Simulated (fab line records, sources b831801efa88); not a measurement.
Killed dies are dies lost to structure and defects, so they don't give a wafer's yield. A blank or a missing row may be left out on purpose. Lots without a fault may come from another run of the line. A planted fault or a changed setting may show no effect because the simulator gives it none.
One fault seen from 2 desks | flow sky130 | each desk has only its own numbers; what lay behind them comes last

THE METROLOGY DESK
What the gauges read, lot by lot, whatever tool the lot ran on: means of the sampled wafers that have a number. A lot is out of limits, marked OUT, if its mean lies more than 4 standard deviations from the usual mean; the brackets give that distance.
Columns: A = cd_nm at SKY_FIELD_ISO_CD_MEAS_13, usual 150.3 nm; B = cd_nm at SKY_SONOS_TUNNEL_CD_MEAS_07, usual 410.1 nm; C = LDD_HVN_OVL at SKY_LDD_HVN_OVL_MEAS_07, usual -1.3 nm
lot  | first seen here | A     | B     | C
L406 | day 2 07:17     | 150.2 | 411.1 | -3.4
L407 | day 2 11:11     | 149.4 | 411.1 | -1.0
L408 | day 2 16:01     | 151.6 | 409.0 | 0.7
L412 | day 3 14:44     | 151.2 | 408.5 | -0.0
L417 | day 4 13:07     | 151.0 | 410.4 | -0.6
L419 | day 4 23:43     | 149.0 | 411.7 | -1.1
L420 | day 5 05:17     | 150.2 | 411.1 | -0.6
L421 | day 5 09:44     | 151.9 | 410.5 | -2.0
L422 | day 5 16:13     | 149.9 | 409.1 | -1.6
L424 | day 6 05:16     | 148.5 | 406.3 | -1.1
L425 | day 6 09:20     | 148.3 | 410.3 | -2.5
L429 | day 7 08:39     | 149.0 | 409.9 | -0.9
This desk's finding: nothing out of limits on any of the 12 lots.

THE TOOL OWNER'S DESK: wet_bench-01
The tool's own readings at SKY_FIELD_ISO_WET_ETCH_28 (etches SiO2 in dHF, target depth 23.7 nm, time 47 s): means of the sampled wafers that have a number, for each lot that ran on this tool. A lot is out of limits, marked OUT, if its mean lies more than 4 standard deviations from the usual mean; the brackets give that distance.
Columns: A = bath_heat_duty_pct at SKY_FIELD_ISO_WET_ETCH_28, usual 6.4 %; B = temp_c at SKY_FIELD_ISO_WET_ETCH_28, usual 24.97 C
lot  | first seen here | A              | B
L406 | day 2 12:31     | 6.7            | 24.96
L407 | day 2 18:28     | 8.1            | 24.96
L417 | day 4 18:47     | 25.2 (+22) OUT | 41.47 (+99 or more) OUT
L421 | day 5 15:45     | 7.0            | 24.86
This desk's finding: out of limits on L417; first on L417, day 4 18:47 (bath_heat_duty_pct at SKY_FIELD_ISO_WET_ETCH_28). In limits: L406, L407, L421.

PUT TOGETHER
The tool owner's desk could have raised an alarm at day 4 18:47, on L417.
The metrology desk saw nothing out of limits.
The metrology desk has L417 on record, within its limits.
Of the lots named, all ran SKY_FIELD_ISO_WET_ETCH_28 on wet_bench-01.

WHAT THE SIMULATOR HAD PUT IN
Process parameter drift: wet_bench-01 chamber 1, from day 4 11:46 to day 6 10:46, at SKY_FIELD_ISO_WET_ETCH_28. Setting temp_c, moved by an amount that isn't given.
Lots struck among those shown: L417.
Hours from the fault's start to each desk's first reading out of limits: the tool owner's desk, 7.
